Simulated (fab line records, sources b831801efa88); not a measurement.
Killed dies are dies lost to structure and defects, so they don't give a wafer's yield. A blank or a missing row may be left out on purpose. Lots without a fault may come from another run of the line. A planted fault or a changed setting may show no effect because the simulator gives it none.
Split-lot experiment | flow gf180mcu | 5 lots, 23 wafers read, on a route of 602 steps

THE SPLIT
At GF_SALICIDE_SPUTTER_03 (material TiN, target thk 20 nm, time 16.7 s), the setting power_w was moved away from the recipe's 6500 W on 10 of the 23 wafers read, by -7.7% to +6.6%. The other wafers ran this setting at the recipe's value.

The file shows no step between the split and the reading.

THE READING
SALICIDE_TIN_THK, in nm, at GF_SALICIDE_THK_MEAS_05 (measures by xrf). Fault-free wafers of this fab line usually give 20.23 nm, standard deviation 0.26 nm.

wafer  | tool, chamber at the split | power_w as run, W | against the recipe | SALICIDE_TIN_THK, nm | against lot-mates on the recipe
L079.1 | pvd_sputter-02, -          | 6928              | +6.6%              | 21.38                | +0.98
L079.2 | pvd_sputter-02, -          | 6500              | recipe             | 20.49                | -
L079.4 | pvd_sputter-02, -          | 6928              | +6.6%              | 21.75                | +1.35
L079.5 | pvd_sputter-02, -          | 6928              | +6.6%              | 21.52                | +1.12
L079.6 | pvd_sputter-02, -          | 6500              | recipe             | 20.31                | -
L082.2 | pvd_sputter-02, -          | 6500              | recipe             | 20.47                | -
L082.3 | pvd_sputter-02, -          | 5999              | -7.7%              | 18.80                | -1.79
L082.4 | pvd_sputter-02, -          | 5999              | -7.7%              | 18.69                | -1.90
L082.5 | pvd_sputter-02, -          | 6500              | recipe             | 20.72                | -
L082.6 | pvd_sputter-02, -          | 5999              | -7.7%              | 18.75                | -1.84
L083.2 | pvd_sputter-01, -          | 6500              | recipe             | 20.15                | -
L083.4 | pvd_sputter-01, -          | 6500              | recipe             | 20.47                | -
L083.5 | pvd_sputter-01, -          | 6500              | recipe             | 20.40                | -
L084.1 | pvd_sputter-01, -          | 6500              | recipe             | 20.07                | -
L084.2 | pvd_sputter-01, -          | 6500              | recipe             | 20.08                | -
L084.3 | pvd_sputter-01, -          | 6043              | -7.0%              | 18.27                | -1.62
L084.5 | pvd_sputter-01, -          | 6500              | recipe             | 19.53                | -
L084.6 | pvd_sputter-01, -          | 6043              | -7.0%              | 18.71                | -1.18
L085.1 | pvd_sputter-04, -          | 6141              | -5.5%              | 19.24                | -0.99
L085.2 | pvd_sputter-04, -          | 6141              | -5.5%              | 18.90                | -1.33
L085.3 | pvd_sputter-04, -          | 6500              | recipe             | 20.33                | -
L085.4 | pvd_sputter-04, -          | 6500              | recipe             | 20.16                | -
L085.6 | pvd_sputter-04, -          | 6500              | recipe             | 20.19                | -

THE FIT
A straight line over all 23 wafers: SALICIDE_TIN_THK changes by +0.209 nm for each +1% of power_w; r = +0.96; the points scatter about the line by 0.26 nm.
The same after taking each lot's own level away (the mean of its wafers on the recipe; 23 wafers): +0.206 nm for each +1%; r = +0.98; scatter 0.2 nm.
On that fit, the largest move of power_w shifts the reading by 1.6 nm.
The lots' own levels span 19.893 to 20.595 nm, that is 2.7 times the standard deviation above.
So the lot-to-lot level changes the slope little: the two slopes agree.
Check: with one of the wafers moved furthest among these (-7.7%) left out of the fit, the line predicts -1.62 nm for it against its lot-mates. It came out at -1.79 nm against them.

OTHER SPLITS ON THESE WAFERS
These wafers also went through other splits before the reading. Each is held against what the fit with the lots' levels taken away leaves over:
other split on the same wafers  | wafers away from the commonest value | r with SALICIDE_TIN_THK (lot level and that fit taken away)
GF_HV_LDD_IMPLANT_21 dose_cm2   | 10                                   | +0.17
GF_HV_LDD_COAT_41 resist_thk_nm | 7                                    | -0.17
GF_HV_LDD_EXPOSE_43 dose_mj     | 3                                    | -0.07
GF_NSD_IMPLANT_09 dose_cm2      | 11                                   | +0.16
GF_PSD_DEVELOP_06 dev_temp_c    | 7                                    | -0.03

THE WHOLE CHAIN: every reading that the file lists as answering this split, in the file's order
step                    | what it does                                | reading                                                                            | change (the file's fit)               | r (the file's)
GF_SALICIDE_SPUTTER_03  | material TiN, target thk 20 nm, time 16.7 s | TiN_of_SALICIDE_SPUTTER_03.thk_nm (the simulator's own value, which no gauge read) | +0.205 nm for each +1% of the setting | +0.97
GF_SALICIDE_THK_MEAS_05 | measures by xrf                             | SALICIDE_TIN_THK                                                                   | +0.208 for each +1% of the setting    | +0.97

THE FILE'S OWN FIT
SALICIDE_TIN_THK changes by +0.208 nm for each +1% of power_w, r = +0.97.
